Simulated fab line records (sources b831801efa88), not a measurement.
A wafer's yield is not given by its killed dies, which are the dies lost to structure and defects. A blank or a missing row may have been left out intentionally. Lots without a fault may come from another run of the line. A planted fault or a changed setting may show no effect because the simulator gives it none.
Chamber matching	flow sky130	pecvd-01 running SKY_CAP2M_CVD_00: 3 sister chambers
The step deposits SiO2, target thk 15.5 nm. 3 wafers are shown with their chamber, then 8 later ones without.

## EACH WAFER AND ITS CHAMBER
wafer	chamber	heater_power_w (W)
L084.6	1	708
L089.4	2	678
L092.1	0	860

## WAFERS WHOSE CHAMBER IS MISSING
wafer	heater_power_w (W)
L092.2	642
L092.5	897
L093.2	740
L093.5	719
L093.6	725
L097.1	760
L097.5	760
L097.6	684

## EACH ONE'S CHAMBER
wafer	from the rows above	in truth
L092.2	can't be placed: 2 or 1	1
L092.5	0	0
L093.2	can't be placed: 1 or 2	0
L093.5	can't be placed: 1 or 2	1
L093.6	can't be placed: 1 or 2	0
L097.1	can't be placed: 1 or 2 or 0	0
L097.5	can't be placed: 1 or 2 or 0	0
L097.6	can't be placed: 2 or 1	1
1 of 8 placed correctly. Not placeable from these rows: 7 (in 5, the candidates include the true chamber). 0 placed wrongly.
How it was worked out, from the rows above alone: a wafer's distance from a chamber is the root of the sum, over the readings, of the square of ((its reading less the chamber's mean) divided by the reading's scatter). If the next closest chamber is less than 2 further off than the closest, the wafer can't be placed; otherwise it belongs to the closest. For every chamber, the mean is computed from those of its wafers that are shown. The scatter: root of mean squared gap, hidden wafer to nearest shown wafer, with one shown wafer a chamber.
